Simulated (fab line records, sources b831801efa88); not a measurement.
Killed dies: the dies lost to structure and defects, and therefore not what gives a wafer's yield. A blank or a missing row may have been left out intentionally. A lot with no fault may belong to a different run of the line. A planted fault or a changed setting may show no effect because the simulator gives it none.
8D (eight disciplines) problem report, filled in by code	flow sky130	the parts of the form that need people (team, actions taken, sign-off) are left out

## 1. THE PROBLEM
CAPM_CVD_00_THK at SKY_CAPM_THK_MEAS_01 reads a mean of 20.24 nm on 5 wafers of 2 lots; wafers without a fault read 15.59 nm with a standard deviation of 0.23. That is +20 standard deviations from the usual mean.
First observed at day 41 01:59: wafer L962.2, on film metro-02. At this step, 36 wafers from 12 lots have a number in the record. Rule for "out", or "out of limits": more than 4 standard deviations from the usual mean. The rest of the wafers with a number are treated as sound.

## 2. WHAT IT IS AND WHAT IT IS NOT
question	is	is not
which readings at this step	CAPM_CVD_00_THK	-
which lots	L962, L964	L947, L948, L951, L952, L953, L954, L955, L956, L958, L969
which wafers of those lots	L962.2, L962.4, L964.2, L964.4, L964.6	L962.5
read on which gauges	film metro-01, film metro-02	film metro-04
when	from day 41 01:59	up to then (28 sound wafers); but 3 sound wafers of L969 came after

## 3. SUSPECTS, AND WHAT RULES EACH OUT
Counting: a tool at a process step up to the reading stays a suspect if it ran every lot that is out. Sound lots after the first of them don't rule it out here, since some wafers of a struck lot are sound.
- the gauge at SKY_CAPM_THK_MEAS_01 has been ruled out. Those wafers that are out were read across 2 gauges (film metro-01, film metro-02).
- pecvd-01 at SKY_CAPM_CVD_00 (deposits SiO2, target thk 15.5 nm): kept. Every lot that is out went through it, the first being L962 (day 41 01:56); the last sound lot it ran before that was L958 (day 39 17:25).
- Within pecvd-01 at SKY_CAPM_CVD_00: the wafers that are out ran in chambers 0, 1; their sound lot-mates ran in chamber 2.
Left after counting: pecvd-01 at SKY_CAPM_CVD_00.

## 4. THE CAUSE (what the simulator had put in)
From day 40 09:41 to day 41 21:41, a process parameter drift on pecvd-01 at SKY_CAPM_CVD_00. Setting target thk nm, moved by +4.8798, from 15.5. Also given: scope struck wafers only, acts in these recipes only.
Only this tool survived the counting.

## 5. THE EFFECT CHAIN, in route order
Rows list readings where the struck wafers' mean (over those with a number) sits beyond 3 standard deviations from the usual. Only readings whose record carries a usual standard deviation are examined. hours: median over the lots of the time between each lot's start at the first step of this table that gives one and its start at this step. sigmas: the change, counted in usual standard deviations.
hours	step	reading	usual	on struck wafers	change	sigmas
0	SKY_CAPM_THK_MEAS_01	CAPM_CVD_00_THK	15.59 nm	20.24	+4.65	+20
48	SKY_METAL3_ETCH_17	oes product au	0.756 a.u.	0.871	+0.115	+17
The process steps in it:
- SKY_METAL3_ETCH_17: etches SiO2 in C4F8/O2/Ar, stops on TiN, time 3.9 s, target depth 15 nm.
At these later measuring or inspecting steps, every struck wafer for which the step has a row has a number for every such reading, and none has moved that far: SKY_CAPM_RS_MEAS_03, SKY_CAPM_OVL_MEAS_12.

## 6. WHAT WOULD HAVE CAUGHT IT SOONER
Counted from the fault's start at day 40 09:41, it took 16 hours until the first out-of-limits reading at a measuring or inspecting step in this record, taken at day 41 01:59.
No tool reading at SKY_CAPM_CVD_00 that has a usual standard deviation in the record was out on any struck wafer, so an alarm limit of 4 standard deviations on those readings would not have fired.
Of the lots that are out (2), L964 began SKY_CAPM_CVD_00 on pecvd-01 after day 41 01:59. A tool hold placed at that time would have kept it from harm.
